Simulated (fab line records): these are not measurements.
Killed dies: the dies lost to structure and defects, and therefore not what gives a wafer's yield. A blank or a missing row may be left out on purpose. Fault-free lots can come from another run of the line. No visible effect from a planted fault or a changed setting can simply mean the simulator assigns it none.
Which tool is to blame? -- flow gf180mcu -- 14 lots, 42 wafers sampled, at 4 steps of a route of 602

== WHAT THE GAUGES SHOWED, per wafer ==
GF_HV_LDD_OVL_MEAS_32. Usual: for HV_LDD_02_OVL the level is 0.6 nm and the standard deviation is 1.7.
lot,measured,on,HV_LDD_02_OVL (nm),flag
L954,day 11 21:01,overlay-01,0.4 0.3 0.7,
L956,day 12 18:47,overlay-01,0.2 2.6 1.7,
L955,day 12 20:18,overlay-01,1.8 2.3 1.0,
L959,day 13 13:21,overlay-01,3.8 2.8 2.0,
L965,day 15 08:16,overlay-02,-0.7 0.1 -0.8,
L966,day 15 20:07,overlay-01,0.3 -0.1 -0.7,
L967,day 16 04:23,overlay-02,-0.7 -2.1 0.5,
L968,day 16 07:26,overlay-01,2.5 1.2 3.1,
L969,day 16 14:49,overlay-01,4.1 3.3 2.5,
L970,day 17 00:35,overlay-02,-2.5 -2.6 -3.5,
L973,day 18 03:49,overlay-01,-0.3 -0.3 -0.2,
L974,day 18 12:26,overlay-01,2.4 2.5 2.3,
L975,day 18 17:29,overlay-01,-1.0 -2.1 -2.0,
L976,day 19 03:32,overlay-01,3.0 3.5 2.4,

GF_NSD_OVL_MEAS_08. Usual: for NSD_OVL the level is 0.1 nm and the standard deviation is 1.9.
lot,measured,on,NSD_OVL (nm),flag
L954,day 13 17:17,overlay-02,-1.5 -1.3 0.5,
L956,day 14 15:17,overlay-01,1.2 -0.2 -1.0,
L955,day 14 15:55,overlay-02,-1.7 -3.6 -3.1,
L959,day 15 10:43,overlay-01,2.4 2.1 3.3,
L968,day 18 08:49,overlay-01,1.3 2.8 1.2,
L969,day 18 17:05,overlay-01,1.3 0.1 1.2,
L970,day 19 03:49,overlay-02,-1.2 -0.5 1.0,
L973,day 20 07:46,overlay-01,2.8 3.3 2.8,
L974,day 20 17:01,overlay-01,0.7 0.1 -1.6,
L975,day 20 21:20,overlay-02,-1.3 -1.7 -1.6,
L976,day 21 07:45,overlay-02,-1.4 0.2 -1.0,

== EACH LOT AND THE TOOL THAT RAN IT (in order: tool; ch and the chambers of the sampled wafers; start) ==
lot,GF_HV_LDD_STRIP_22,GF_HV_LDD_STRIP_49
L954,"plasma-asher-02 ch 0,1, day 11 02:22","plasma-asher-01 ch 0,1, day 12 16:46"
L956,"plasma-asher-01 ch 0,1, day 11 23:03","plasma-asher-03 ch 0,1, day 13 15:30"
L955,"plasma-asher-01 ch 0, day 12 00:19","plasma-asher-02 ch 0,1, day 13 16:50"
L959,"plasma-asher-03 ch 0,1, day 12 17:41","plasma-asher-01 ch 0, day 14 11:05"
L965,"plasma-asher-02 ch 0,1, day 14 11:25","plasma-asher-01 ch 0,1, day 16 06:53"
L966,"plasma-asher-02 ch 0,1, day 14 22:41","plasma-asher-01 ch 0,1, day 16 19:02"
L967,"plasma-asher-03 ch 0,1, day 15 07:08","plasma-asher-03 ch 0,1, day 17 03:38"
L968,"plasma-asher-03 ch 0,1, day 15 10:07","plasma-asher-03 ch 0,1, day 17 06:34"
L969,"plasma-asher-02 ch 0,1, day 15 17:40","plasma-asher-02 ch 0,1, day 17 14:32"
L970,"plasma-asher-02 ch 0,1, day 16 01:38","plasma-asher-03 ch 0,1, day 18 00:28"
L973,"plasma-asher-01 ch 1, day 17 04:23","plasma-asher-02 ch 1, day 19 04:22"
L974,"plasma-asher-03 ch 0,1, day 17 12:38","plasma-asher-03 ch 0, day 19 13:59"
L975,"plasma-asher-01 ch 0,1, day 17 18:16","plasma-asher-03 ch 0,1, day 19 18:37"
L976,"plasma-asher-03 ch 0,1, day 18 03:53","plasma-asher-01 ch 0,1, day 20 04:46"
- GF_HV_LDD_STRIP_22: strips in O2/N2.
- GF_HV_LDD_STRIP_49: strips in O2/N2.

== WHAT THE TOOLS THEMSELVES READ (means of the sampled wafers that have a number; where no wafer has one, the mark that the record gives instead) ==
GF_HV_LDD_STRIP_22. Usual: chamber-pressure-mTorr 1500.2 mTorr, standard deviation 1.4; drypump-motor-current-A 5.8 A, standard deviation 0.32; heater-power-w 342 W, standard deviation 13; oes-product-au 0.716 a.u., standard deviation 0.0043; strip-time-to-endpoint-s 12.62 s, standard deviation 0.037.
lot,tool,chamber-pressure-mTorr (mTorr),drypump-motor-current-A (A),heater-power-w (W),oes-product-au (a.u.),strip-time-to-endpoint-s (s),flag
L954,plasma-asher-02,1500.3,6.0,349,0.717,12.58,
L956,plasma-asher-01,1499.5,5.8,332,0.717,12.63,
L955,plasma-asher-01,1501.2,5.3,315,0.713,12.66,
L959,plasma-asher-03,1500.0,5.9,350,0.713,12.64,
L965,plasma-asher-02,1499.6,6.0,355,0.712,12.59,
L966,plasma-asher-02,1499.0,5.8,349,0.717,12.59,
L967,plasma-asher-03,1500.1,5.8,345,0.715,12.57,
L968,plasma-asher-03,1501.2,5.8,344,0.719,12.63,
L969,plasma-asher-02,1501.8,5.8,352,0.714,12.64,
L970,plasma-asher-02,1498.6,6.0,346,0.718,12.65,
L973,plasma-asher-01,1498.5,6.1,339,0.715,12.71,
L974,plasma-asher-03,1500.8,5.8,344,0.715,12.64,
L975,plasma-asher-01,1502.2,5.6,323,0.714,12.58,
L976,plasma-asher-03,1500.4,5.8,346,0.719,12.65,

GF_HV_LDD_STRIP_49. Usual: chamber-pressure-mTorr 1499.9 mTorr, standard deviation 1.4; drypump-motor-current-A 5.8 A, standard deviation 0.31; heater-power-w 342 W, standard deviation 12; oes-product-au 0.717 a.u., standard deviation 0.0044; strip-time-to-endpoint-s 12.62 s, standard deviation 0.035.
lot,tool,chamber-pressure-mTorr (mTorr),drypump-motor-current-A (A),heater-power-w (W),oes-product-au (a.u.),strip-time-to-endpoint-s (s),flag
L954,plasma-asher-01,1500.0,5.5,329,0.718,12.62,
L956,plasma-asher-03,1500.0,5.8,344,0.713,12.64,
L955,plasma-asher-02,1498.8,5.8,352,0.717,12.65,
L959,plasma-asher-01,1499.3,5.3,321,0.716,12.58,
L965,plasma-asher-01,-,-,-,-,-,OFF
L966,plasma-asher-01,-,-,-,-,-,OFF
L967,plasma-asher-03,-,-,-,-,-,OFF
L968,plasma-asher-03,1499.9,5.9,343,0.716,12.62,
L969,plasma-asher-02,1500.9,5.8,354,0.714,12.65,
L970,plasma-asher-03,1499.9,5.8,350,0.716,12.63,
L973,plasma-asher-02,1500.8,5.6,354,0.721,12.62,
L974,plasma-asher-03,1499.4,5.8,341,0.719,12.65,
L975,plasma-asher-03,1500.6,5.8,347,0.713,12.59,
L976,plasma-asher-01,1500.7,5.5,326,0.716,12.65,

== THE ANSWER, worked out from the rows above alone ==
Rule: lot off if the mean of its wafers having a number is beyond 3 standard deviations from the usual mean. A lot without any number at a reading at which 4 lots or more have one is off too. Any other lot the step has rows for is counted as sound. First the gauges in route order, then the tools' own readings, where a lot's mean is used as printed above. The first step at which some lot is off is used, and at that step the reading that is off furthest; a lot without a number counts as furthest.
Off: L965, L966, L967 (GF_HV_LDD_STRIP_49, chamber-pressure-mTorr). Without a number there: L965, L966, L967.
If a tool, at that step or one of the process steps before it, ran each lot that is off and ran no sound lot following the first of them, it fits. Of those tried, none fits.

== WHAT HAD BEEN PUT IN BY THE SIMULATOR ==
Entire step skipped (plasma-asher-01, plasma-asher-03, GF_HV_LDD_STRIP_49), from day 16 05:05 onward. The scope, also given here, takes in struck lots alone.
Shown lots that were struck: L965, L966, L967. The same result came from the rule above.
